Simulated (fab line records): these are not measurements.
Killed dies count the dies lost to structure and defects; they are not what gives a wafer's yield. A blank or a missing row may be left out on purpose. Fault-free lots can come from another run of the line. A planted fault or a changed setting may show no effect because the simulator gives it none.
fab line records | flow sfq-line
[record] lots = 7 | wafers = 20 | last-day = 82
route steps=325 shown M6@261 I6@266
lots untouched by any fault: they come from a run of this same line in which no faults occurred
start-h: the number of hours between the record's first day and the start of the first shown wafer of the lot | wait-h: hours since the lot's step before | " unchanged from the row above | L1.1+2: a row that stands for several wafers | - no value present, or no start provided | * or withheld: withheld | < > ~ a bound
route shown NAME@n: NAME is a module with steps in the file, n the number in the route of the first one | usual: the fault-free wafers' mean and standard deviation | same: alike in all rows | chamber/n: place in a boat | sites: readings site by site | _std_site: how widely they spread, as a standard deviation | _edge_site: the outer-site mean with the inner-site mean subtracted | radius-mm: how far each site lies from the wafer's centre | mask NAME#n: copy n | behind: tool/chamber where the wafer was last shaped | hold: the reason the lot was held/the length of the hold in hours/how it ended | device: the transistor (n, p or np) that didn't switch | end of line: tests of these same wafers at the route's end | for a step that has no rows: nothing shown but its recipe | killed: count of dies lost to structure and defects at first sort (not the wafer's yield) | map: per-die view of a wafer (x killed, . not killed, _ where there is no die)
set.NAME: the run value of the setting; set.NAME@STEP: its run value at that earlier step | model.NAME: the simulator's own value behind a step, which no gauge read
lots at some steps of the route; a table a step, a row a wafer
services: from which hour (start-h, from the record's first day; less than 0 if before it) a tool's chamber was out of use, for how many hours, and why
[[steps]]
[step SFQ_M6_OVL_MEAS_940]
[usual] M6_OVL = 1/5.6
lot.wafer | tool       | chamber | start-h | wait-h | M6_OVL[nm]
L611.2    | overlay-02 | -       | 1472.25 | 0.1    | 14
L611.3    | "          | -       | "       | "      | 7
L611.5    | "          | -       | "       | "      | 4
L612.2    | overlay-02 | -       | 1539.04 | 0.1    | -1
L612.3    | "          | -       | "       | "      | -5
L612.4    | "          | -       | "       | "      | -1
L615.3    | overlay-01 | -       | 1630.56 | 0.1    | -6
L615.4    | "          | -       | "       | "      | -9
L615.6    | "          | -       | "       | "      | -6
L626.4    | overlay-01 | -       | 1715.58 | 0.1    | 0
L626.5    | "          | -       | "       | "      | 5
L627.3    | overlay-01 | -       | 1716.77 | 0.1    | 1
L627.4    | "          | -       | "       | "      | -1
L627.6    | "          | -       | "       | "      | -1
L628.3    | overlay-01 | -       | 1717.97 | 0.1    | 2
L628.4    | "          | -       | "       | "      | 2
L628.6    | "          | -       | "       | "      | 2
L632.1    | overlay-02 | -       | 1780.56 | 0.1    | 3
L632.2    | "          | -       | "       | "      | 12
L632.6    | "          | -       | "       | "      | 11
[step SFQ_TRILAYER_M6_BARC_OPEN_METAL_ETCH_206]
[recipe] mask-material = PR | chemistry = O2 | target-depth-nm = 125 | target = BARC | icp-w = 600 | bias-w = 80 | pressure-mtorr = 10 | time-s = 41.7
[step SFQ_TRILAYER_M6_ETCH_METAL_ETCH_162]
[recipe] target = Nb | stop-on = SiO2 | mask-material = PR | chemistry = Cl2/Ar | target-depth-nm = 240 | icp-w = 600 | bias-w = 80 | pressure-mtorr = 10 | time-s = 120
[usual] chamber-pressure-mTorr = 10.000/0.0092 | drypump-motor-current-A = 5.6/0.39 | oes-product-au = 0.895/0.008
lot.wafer | tool         | chamber | start-h | wait-h | chamber-pressure-mTorr | drypump-motor-current-A | oes-product-au | rf-hours-counter-h
L611.2    | rie-metal-03 | 0       | 1472.34 | 0.0    | 10.004                 | 5.0                     | 0.896          | 49
L611.3    | "            | 1       | "       | "      | 10.004                 | 5.7                     | 0.892          | -
L611.5    | "            | 0       | "       | "      | 9.997                  | 5.0                     | 0.897          | -
L612.2    | rie-metal-03 | 0       | 1539.13 | 0.0    | 10.009                 | 5.0                     | 0.884          | 60
L612.3    | "            | 1       | "       | "      | 9.995                  | 5.7                     | 0.892          | -
L612.4    | "            | 0       | "       | "      | 9.993                  | 5.0                     | 0.897          | -
L615.3    | rie-metal-03 | 1       | 1630.69 | 0.1    | 9.982                  | 5.7                     | 0.904          | -
L615.4    | "            | 0       | "       | "      | 10.000                 | 5.0                     | 0.911          | -
L615.6    | "            | 1       | "       | "      | 10.008                 | 5.7                     | 0.909          | -
L626.4    | rie-metal-02 | 0       | 1715.69 | 0.1    | 9.993                  | 5.7                     | 0.896          | -
L626.5    | "            | 0       | "       | "      | 10.009                 | 5.6                     | 0.887          | -
L627.3    | rie-metal-03 | 0       | 1716.89 | 0.1    | 9.999                  | 5.0                     | 0.886          | -
L627.4    | "            | 1       | "       | "      | 9.995                  | 5.6                     | 0.876          | -
L627.6    | "            | 1       | "       | "      | 10.006                 | 5.7                     | 0.897          | -
L628.3    | rie-metal-01 | 0       | 1718.09 | 0.1    | 9.998                  | 5.4                     | 0.909          | -
L628.4    | "            | 1       | "       | "      | 10.004                 | 6.1                     | 0.910          | -
L628.6    | "            | 1       | "       | "      | 9.997                  | 6.1                     | 0.908          | -
L632.1    | rie-metal-01 | 1       | 1780.65 | 0.0    | 10.003                 | 6.1                     | 0.896          | 80
L632.2    | "            | 0       | "       | "      | 9.998                  | 5.3                     | 0.896          | 29
L632.6    | "            | 1       | "       | "      | 9.986                  | 6.1                     | 0.890          | -
[step SFQ_TRILAYER_M6_STRIP_STRIP_163]
[recipe] gas = O2 | power-w = 200 | platen-temp-c = 40 | overash-fraction = 0.65 | chemistry = O2 | pressure-mtorr = 50
[usual] chamber-pressure-mTorr = 50.00/0.047 | drypump-motor-current-A = 5.6/0.39 | oes-product-au = 0.990/0.014
lot.wafer | tool         | chamber | start-h | wait-h | chamber-pressure-mTorr | drypump-motor-current-A | oes-product-au | rf-hours-counter-h
L611.2    | rie-metal-03 | 0       | 1472.47 | 0.1    | 50.00                  | 5.0                     | 1.005          | 50
L611.3    | "            | 1       | "       | "      | 50.00                  | 5.7                     | 0.991          | -
L611.5    | "            | 0       | "       | "      | 50.02                  | 5.0                     | 1.012          | -
L612.2    | rie-metal-03 | 0       | 1539.25 | 0.1    | 50.08                  | 5.0                     | 1.008          | 60
L612.3    | "            | 1       | "       | "      | 49.99                  | 5.7                     | 0.979          | -
L612.4    | "            | 0       | "       | "      | 50.00                  | 5.0                     | 1.016          | -
L615.3    | rie-metal-03 | 1       | 1630.97 | 0.2    | 50.00                  | 5.7                     | 0.979          | -
L615.4    | "            | 0       | "       | "      | 49.95                  | 5.0                     | 1.019          | -
L615.6    | "            | 1       | "       | "      | 49.91                  | 5.7                     | 0.983          | -
L626.4    | rie-metal-02 | 0       | 1715.98 | 0.2    | 49.96                  | 5.6                     | 1.005          | -
L626.5    | "            | 0       | "       | "      | 50.06                  | 5.6                     | 1.006          | -
L627.3    | rie-metal-03 | 0       | 1717.18 | 0.2    | 50.01                  | 5.0                     | 1.014          | -
L627.4    | "            | 1       | "       | "      | 50.01                  | 5.7                     | 0.973          | -
L627.6    | "            | 1       | "       | "      | 50.04                  | 5.7                     | 0.967          | -
L628.3    | rie-metal-01 | 0       | 1718.38 | 0.2    | 50.06                  | 5.3                     | 0.971          | -
L628.4    | "            | 1       | "       | "      | 49.95                  | 6.1                     | 0.994          | -
L628.6    | "            | 1       | "       | "      | 50.04                  | 6.1                     | 0.998          | -
L632.1    | rie-metal-01 | 1       | 1780.78 | 0.1    | 50.10                  | 6.1                     | 0.996          | 80
L632.2    | "            | 0       | "       | "      | 49.97                  | 5.3                     | 0.983          | 29
L632.6    | "            | 1       | "       | "      | 49.98                  | 6.1                     | 0.999          | -
[step SFQ_TRILAYER_M6_STRIP_SOLV_CLEAN_164]
[recipe] chemistry = NMP | temp-c = 70 | time-s = 600
[step SFQ_TRILAYER_I6_DEP_PECVD_165]
[recipe] material = SiO2 | temp-c = 150 | time-s = 111.11 | pressure-torr = 2.4 | rf-w = 183.3 | precursor = SiH4/N2O | target-thk-nm = 500
[usual] heater-power-w = 85/14 | showerhead-vpp-V = 841/32 | throttle-valve-pct = 24.6/1.8
lot.wafer | tool     | chamber | start-h | wait-h | heater-power-w | showerhead-vpp-V | throttle-valve-pct
L611.2    | pecvd-04 | 0       | 1473.26 | 0.0    | 107            | 825              | 23.1
L611.3    | "        | 1       | "       | "      | 89             | 845              | 23.4
L611.5    | "        | 0       | "       | "      | 109            | 838              | 22.9
L612.2    | pecvd-02 | 0       | 1540.06 | 0.0    | 77             | 882              | 24.1
L612.3    | "        | 2       | "       | "      | 74             | 811              | 23.7
L612.4    | "        | 0       | "       | "      | 80             | 874              | 23.8
L615.3    | pecvd-02 | 2       | 1631.54 | 0.0    | 76             | 815              | 23.8
L615.4    | "        | 1       | "       | "      | 91             | 898              | 22.5
L615.6    | "        | 0       | "       | "      | 84             | 886              | 24.4
L626.4    | pecvd-01 | 1       | 1716.59 | 0.0    | 116            | 820              | 29.1
L626.5    | "        | 2       | "       | "      | 78             | 844              | 26.3
L627.3    | pecvd-04 | 2       | 1717.93 | 0.0    | 94             | 825              | 23.7
L627.4    | "        | 1       | "       | "      | 100            | 840              | 24.0
L627.6    | "        | 2       | "       | "      | 99             | 816              | 23.7
L628.3    | pecvd-02 | 1       | 1718.95 | 0.0    | 94             | 885              | 22.5
L628.4    | "        | 2       | "       | "      | 75             | 803              | 24.0
L628.6    | "        | 1       | "       | "      | 78             | 894              | 22.8
L632.1    | pecvd-02 | 0       | 1781.55 | 0.0    | 77             | 881              | 24.6
L632.2    | "        | 2       | "       | "      | 68             | 808              | 24.2
L632.6    | "        | 1       | "       | "      | 87             | 879              | 22.8
[step SFQ_TRILAYER_I6_CMP_CMP_166]
[recipe] material = SiO2 | down-force-psi = 3 | platen-rpm = 60 | pad-velocity-m-s = 0.94248
[usual] edge-zone-pressure-frac = 1.000/0.005 | motor-current-A = 9.4/0.85 | time-to-endpoint-s = 218/9
lot.wafer | tool   | chamber | start-h | wait-h | edge-zone-pressure-frac | motor-current-A | time-to-endpoint-s
L611.2    | cmp-02 | 3       | 1487.56 | 14.3   | 0.999                   | 9.5             | 210
L611.3    | "      | 2       | 1489.06 | 15.8   | 1.006                   | 7.8             | 224
L611.5    | "      | 0       | 1490.06 | 16.7   | 1.001                   | 8.9             | 231
L612.3    | cmp-02 | 2       | 1540.14 | 0.0    | 1.011                   | 8.1             | 203
L612.4    | "      | 3       | "       | "      | 1.008                   | 9.8             | 198
L612.2    | "      | 1       | 1541.64 | 1.5    | 0.999                   | 9.6             | 212
L615.4    | cmp-02 | 1       | 1633.70 | 2.1    | 0.998                   | 10.5            | 214
L615.3    | "      | 2       | "       | "      | 1.001                   | 8.4             | 205
L615.6    | "      | 2       | 1636.20 | 4.6    | 0.999                   | 8.2             | 218
L627.4    | cmp-02 | 1       | 1718.97 | 1.0    | 1.001                   | 10.2            | 220
L627.3    | "      | 3       | 1719.97 | 2.0    | 0.997                   | 9.5             | 215
L627.6    | "      | 1       | 1720.97 | 3.0    | 1.004                   | 9.7             | 225
L626.4    | cmp-01 | 0       | 1719.53 | 2.9    | 0.996                   | 9.9             | 227
L626.5    | "      | 1       | "       | "      | 0.996                   | 8.4             | 222
L628.3    | cmp-02 | 2       | 1723.85 | 4.9    | 1.007                   | 8.0             | 219
L628.4    | "      | 3       | "       | "      | 1.004                   | 9.6             | 213
L628.6    | "      | 3       | 1726.35 | 7.3    | 0.993                   | 9.8             | 212
L632.2    | cmp-01 | 3       | 1785.03 | 3.4    | 0.994                   | 10.9            | 212
L632.1    | "      | 0       | "       | "      | 0.999                   | 9.5             | 207
L632.6    | "      | 2       | 1786.53 | 4.9    | 1.000                   | 9.8             | 220
[step SFQ_I6_BOW_MEAS_941]
[recipe] mode = bow
[usual] I6_BOW = 8/12
lot.wafer | tool          | chamber | start-h | wait-h | I6_BOW[um]
L611.2    | film-metro-02 | -       | 1490.58 | 2.5    | -6
L611.3    | "             | -       | "       | "      | -16
L611.5    | "             | -       | "       | "      | -13
L612.2    | film-metro-02 | -       | 1543.16 | 1.0    | 12
L612.3    | "             | -       | "       | "      | 12
L612.4    | "             | -       | "       | "      | 19
L615.3    | film-metro-02 | -       | 1636.74 | 2.0    | 29
L615.4    | "             | -       | "       | "      | 38
L615.6    | "             | -       | "       | "      | 28
L626.4    | film-metro-03 | -       | 1721.09 | 1.1    | 5
L626.5    | "             | -       | "       | "      | 16
L627.3    | film-metro-04 | -       | 1722.01 | 1.5    | -7
L627.4    | "             | -       | "       | "      | -4
L627.6    | "             | -       | "       | "      | -3
L628.3    | film-metro-03 | -       | 1726.89 | 2.5    | 10
L628.4    | "             | -       | "       | "      | -7
L628.6    | "             | -       | "       | "      | 4
L632.1    | film-metro-04 | -       | 1787.03 | 1.0    | 6
L632.2    | "             | -       | "       | "      | 7
L632.6    | "             | -       | "       | "      | -12
[step SFQ_TRILAYER_I6_METRO_MEASURE_167]
[step SFQ_TRILAYER_I6_VIA_LITHO_COAT_174]
[recipe] resist = BARC | spin-rpm = 3000 | resist-thk-nm = 62
[step SFQ_TRILAYER_I6_VIA_LITHO_COAT_169]
[recipe] resist = KrF | spin-rpm = 3000 | resist-thk-nm = 650
[step SFQ_TRILAYER_I6_VIA_LITHO_SOFTBAKE_173]
[recipe] temp-c = withheld | time-s = withheld | resist = KrF
[step SFQ_TRILAYER_I6_VIA_LITHO_EXPOSE_170]
[recipe] mask-id = I6 | na = 0.6 | source-shape = conventional | sigma-outer = 0.65 | target-cd-nm = 700 | dose-mj = 21.3
lot.wafer  | tool           | chamber | start-h | wait-h | mask
L611.2+3+5 | krf-scanner-01 | 0       | 1593.70 | -      | I6#0
L612.2+3+4 | krf-scanner-02 | 0       | 1602.33 | -      | I6#0
L615.3+4+6 | krf-scanner-01 | 0       | 1725.24 | -      | I6#0
L626.4+5   | krf-scanner-01 | 0       | 1813.28 | -      | I6#0
L627.3+4+6 | krf-scanner-01 | 0       | 1815.48 | -      | I6#0
L628.3+4+6 | krf-scanner-01 | 0       | 1820.28 | -      | I6#0
L632.1+2+6 | krf-scanner-02 | 0       | 1872.81 | -      | I6#0
[step SFQ_TRILAYER_I6_VIA_LITHO_PEB_172]
[recipe] peb-temp-c = 115 | peb-time-s = 60 | resist = KrF
[step SFQ_TRILAYER_I6_VIA_LITHO_DEVELOP_171]
[recipe] time-s = 60 | resist = KrF
[step SFQ_I6_OVL_MEAS_942]
[usual] I6_OVL = 0/5.1
lot.wafer | tool       | chamber | start-h | wait-h | I6_OVL[nm]
L611.2    | overlay-01 | -       | 1595.00 | 0.1    | 4
L611.3    | "          | -       | "       | "      | 0
L611.5    | "          | -       | "       | "      | 0
L612.2    | overlay-01 | -       | 1603.63 | 0.1    | -5
L612.3    | "          | -       | "       | "      | -4
L612.4    | "          | -       | "       | "      | -4
L615.3    | overlay-01 | -       | 1726.35 | 0.1    | 2
L615.4    | "          | -       | "       | "      | 4
L615.6    | "          | -       | "       | "      | 0
L626.4    | overlay-01 | -       | 1814.20 | 0.1    | 3
L626.5    | "          | -       | "       | "      | -1
L627.3    | overlay-02 | -       | 1816.59 | 0.1    | -3
L627.4    | "          | -       | "       | "      | -2
L627.6    | "          | -       | "       | "      | -4
L628.3    | overlay-02 | -       | 1821.39 | 0.1    | -1
L628.4    | "          | -       | "       | "      | 2
L628.6    | "          | -       | "       | "      | 2
L632.1    | overlay-02 | -       | 1874.31 | 0.1    | 1
L632.2    | "          | -       | "       | "      | 4
L632.6    | "          | -       | "       | "      | 0
[step SFQ_TRILAYER_I6_VIA_BARC_OPEN_VIA_ETCH_235]
[recipe] mask-material = PR | chemistry = O2 | target-depth-nm = 125 | target = BARC | source-w = 500 | bias-w = 80 | pressure-mtorr = 30 | time-s = 41.7
[usual] chamber-pressure-mTorr = 29.998/0.026 | drypump-motor-current-A = 5.8/0.45 | oes-product-au = 0.685/0.0041
lot.wafer | tool        | chamber | start-h | wait-h | chamber-pressure-mTorr | drypump-motor-current-A | oes-product-au | rf-hours-counter-h | model.I6.cd-nm
L611.2    | rie-diel-04 | 2       | 1595.03 | 0.0    | 30.006                 | 6.1                     | 0.681          | 13                 | 702
L611.3    | "           | 3       | "       | "      | 30.014                 | 5.6                     | 0.685          | 20                 | 700.7
L611.5    | "           | 2       | "       | "      | 29.978                 | 6.1                     | 0.685          | -                  | 700.5
L612.2    | rie-diel-01 | 0       | 1603.66 | 0.0    | 30.004                 | 6.0                     | 0.686          | 18                 | 700.8
L612.3    | "           | 1       | "       | "      | 30.020                 | 5.4                     | 0.688          | 14                 | 699.2
L612.4    | "           | 3       | "       | "      | 30.011                 | 5.9                     | 0.685          | 11                 | 699.8
L615.3    | rie-diel-04 | 1       | 1726.37 | 0.0    | 30.008                 | 6.0                     | 0.682          | 8                  | 698
L615.4    | "           | 0       | "       | "      | 30.022                 | 5.2                     | 0.684          | 17                 | 699.9
L615.6    | "           | 0       | "       | "      | 30.002                 | 5.1                     | 0.678          | -                  | 699.9
L626.4    | rie-diel-03 | 1       | 1814.22 | 0.0    | 29.983                 | 6.7                     | 0.687          | 0                  | 722.2
L626.5    | "           | 1       | "       | "      | 29.981                 | 6.7                     | 0.684          | -                  | 699.2
L627.3    | rie-diel-04 | 2       | 1816.62 | 0.0    | 29.973                 | 6.0                     | 0.684          | 15                 | 701.2
L627.4    | "           | 0       | "       | "      | 30.001                 | 5.1                     | 0.687          | 18                 | 724.6
L627.6    | "           | 2       | "       | "      | 30.026                 | 6.1                     | 0.687          | -                  | 702.6
L628.3    | rie-diel-01 | 3       | 1821.42 | 0.0    | 29.965                 | 6.0                     | 0.678          | 14                 | 700.1
L628.4    | "           | 1       | "       | "      | 29.970                 | 5.4                     | 0.675          | 17                 | 720.9
L628.6    | "           | 0       | "       | "      | 30.010                 | 6.0                     | 0.686          | -                  | 700.7
L632.1    | rie-diel-04 | 1       | 1874.34 | 0.0    | 29.983                 | 6.0                     | 0.684          | 11                 | 700.3
L632.2    | "           | 3       | "       | "      | 29.972                 | 5.6                     | 0.689          | 1                  | 701.2
L632.6    | "           | 1       | "       | "      | 30.027                 | 6.0                     | 0.681          | -                  | 701.4
[step SFQ_TRILAYER_I6_VIA_ETCH_VIA_ETCH_172]
[recipe] target = SiO2 | stop-on = Nb | mask-material = PR | taper-deg = 20 | chemistry = CHF3 | target-depth-nm = 260 | source-w = 500 | bias-w = 80 | pressure-mtorr = 30 | time-s = withheld
[usual] chamber-pressure-mTorr = 30.002/0.026 | drypump-motor-current-A = 5.8/0.45 | oes-product-au = 0.855/0.0049
lot.wafer | tool        | chamber | start-h | wait-h | chamber-pressure-mTorr | drypump-motor-current-A | oes-product-au | model.I6.cd-nm
L611.2    | rie-diel-04 | 2       | 1595.07 | 0.0    | 29.964                 | 6.1                     | 0.849          | 701.6
L611.3    | "           | 3       | "       | "      | 30.001                 | 5.6                     | 0.856          | 703.3
L611.5    | "           | 2       | "       | "      | 29.991                 | 6.1                     | 0.862          | 700.4
L612.2    | rie-diel-01 | 0       | 1603.70 | 0.0    | 30.027                 | 6.0                     | 0.859          | 701.9
L612.3    | "           | 1       | "       | "      | 30.001                 | 5.4                     | 0.856          | 700.8
L612.4    | "           | 3       | "       | "      | 30.024                 | 5.9                     | 0.858          | 699.8
L615.3    | rie-diel-04 | 1       | 1726.41 | 0.0    | 30.001                 | 6.0                     | 0.863          | 699.8
L615.4    | "           | 0       | "       | "      | 29.989                 | 5.1                     | 0.847          | 699.4
L615.6    | "           | 0       | "       | "      | 30.024                 | 5.1                     | 0.853          | 700.2
L626.4    | rie-diel-03 | 1       | 1814.26 | 0.0    | 30.009                 | 6.8                     | 0.855          | 723.8
L626.5    | "           | 1       | "       | "      | 29.987                 | 6.7                     | 0.857          | 699.2
L627.3    | rie-diel-04 | 2       | 1816.66 | 0.0    | 30.014                 | 6.1                     | 0.852          | 699.6
L627.4    | "           | 0       | "       | "      | 30.011                 | 5.1                     | 0.858          | 725.6
L627.6    | "           | 2       | "       | "      | 29.991                 | 6.1                     | 0.856          | 701.4
L628.3    | rie-diel-01 | 3       | 1821.46 | 0.0    | 30.011                 | 5.9                     | 0.860          | 699.5
L628.4    | "           | 1       | "       | "      | 30.019                 | 5.4                     | 0.856          | 721
L628.6    | "           | 0       | "       | "      | 30.048                 | 6.0                     | 0.861          | 698.4
L632.1    | rie-diel-04 | 1       | 1874.40 | 0.0    | 29.993                 | 6.0                     | 0.852          | 700
L632.2    | "           | 3       | "       | "      | 30.027                 | 5.6                     | 0.850          | 702.4
L632.6    | "           | 1       | "       | "      | 30.005                 | 6.0                     | 0.857          | 701.3
[step SFQ_TRILAYER_I6_VIA_STRIP_STRIP_173]
[recipe] gas = O2 | power-w = 200 | platen-temp-c = 40 | overash-fraction = 0.65 | chemistry = O2 | pressure-mtorr = 50
[usual] chamber-pressure-mTorr = 50.00/0.049 | drypump-motor-current-A = 5.7/0.31 | oes-product-au = 0.994/0.012
lot.wafer | tool         | chamber | start-h | wait-h | chamber-pressure-mTorr | drypump-motor-current-A | oes-product-au | rf-hours-counter-h
L611.2    | rie-metal-01 | 0       | 1595.19 | -      | 49.99                  | 5.3                     | 0.978          | 5
L611.3    | "            | 1       | "       | "      | 49.88                  | 6.1                     | 0.991          | -
L611.5    | "            | 1       | "       | "      | 49.95                  | 6.1                     | 0.985          | -
L612.2    | rie-metal-02 | 0       | 1603.82 | -      | 49.96                  | 5.7                     | 1.002          | 76
L612.3    | "            | 1       | "       | "      | 49.89                  | 5.9                     | 0.987          | -
L612.4    | "            | 0       | "       | "      | 50.02                  | 5.6                     | 1.001          | -
L615.3    | rie-metal-01 | 1       | 1726.73 | -      | 49.98                  | 6.1                     | 0.991          | -
L615.4    | "            | 0       | "       | "      | 50.01                  | 5.3                     | 0.976          | -
L615.6    | "            | 0       | "       | "      | 50.08                  | 5.3                     | 0.968          | -
L626.4    | rie-metal-02 | 1       | 1814.57 | -      | 50.00                  | 5.9                     | 0.990          | -
L626.5    | "            | 0       | "       | "      | 49.95                  | 5.6                     | 0.998          | -
L627.3    | rie-metal-02 | 1       | 1816.97 | -      | 49.97                  | 5.9                     | 0.991          | -
L627.4    | "            | 0       | "       | "      | 49.99                  | 5.7                     | 0.993          | -
L627.6    | "            | 1       | "       | "      | 50.04                  | 5.9                     | 0.991          | -
L628.3    | rie-metal-01 | 1       | 1821.77 | -      | 49.94                  | 6.1                     | 1.002          | -
L628.4    | "            | 0       | "       | "      | 49.99                  | 5.3                     | 0.978          | -
L628.6    | "            | 1       | "       | "      | 49.97                  | 6.1                     | 1.000          | -
L632.1    | rie-metal-04 | 0       | 1874.57 | -      | 50.03                  | 5.5                     | 1.003          | 105
L632.2    | "            | 1       | "       | "      | 49.96                  | 5.2                     | 1.018          | 118
L632.6    | "            | 0       | "       | "      | 50.09                  | 5.5                     | 1.015          | -
[[services]]
tool           | chamber | start-h | hours | kind
cmp-02         | -       | 1451.62 | 5.9   | pm
rie-diel-04    | 2       | 1468.44 | 4.9   | repair
rie-metal-01   | -       | 1477.19 | 1.0   | repair
rie-metal-01   | -       | 1494.21 | 0.3   | repair
krf-scanner-01 | -       | 1500.59 | 1.7   | repair
rie-diel-04    | 1       | 1541.18 | 5.0   | repair
krf-scanner-01 | -       | 1544.26 | 1.0   | pm
cmp-02         | -       | 1639.70 | 6.2   | pm
rie-diel-04    | -       | 1663.74 | 2.8   | pm
cmp-02         | -       | 1668.41 | 3.4   | repair
cmp-02         | -       | 1677.50 | 0.4   | repair
rie-diel-04    | -       | 1696.26 | 0.3   | repair
rie-diel-04    | -       | 1698.16 | 28.1  | pm
rie-diel-04    | 2       | 1738.62 | 1.8   | repair
rie-metal-01   | -       | 1747.45 | 2.8   | pm
cmp-02         | -       | 1749.65 | 14.0  | pm
rie-diel-04    | -       | 1751.19 | 0.1   | repair
rie-metal-01   | -       | 1763.33 | 2.4   | repair
cmp-02         | -       | 1769.68 | 4.0   | pm
rie-diel-04    | 0       | 1790.43 | 1.3   | repair
cmp-02         | -       | 1820.01 | 4.5   | pm
rie-diel-04    | 1       | 1846.59 | 7.2   | repair
rie-diel-04    | 2       | 1851.06 | 43.0  | repair
rie-diel-04    | 0       | 1866.34 | 15.9  | repair
[[key]]
first-sign none at tools or gauges
[model-effect] step = SFQ_TRILAYER_I6_VIA_BARC_OPEN_VIA_ETCH_235 | value = I6.cd-nm | without = 700.2 | struck = 722.5
[model-effect] step = SFQ_TRILAYER_I6_VIA_ETCH_VIA_ETCH_172 | value = I6.cd-nm | without = 701.1 | struck = 723.5
met-at SFQ_TRILAYER_I6_VIA_LITHO_EXPOSE_170
struck-wafers L626.4,L627.4,L628.4
onset-between 1725.24 1813.28
[fault] kind = process-parameter-drift | tool = krf-scanner-01 | chamber = - | onset-h = 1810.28 | steps = SFQ_TRILAYER_I6_VIA_LITHO_EXPOSE_170 | channel = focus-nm | offset = 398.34 | shape = step | end-h = 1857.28 | scope = struck-wafers-only
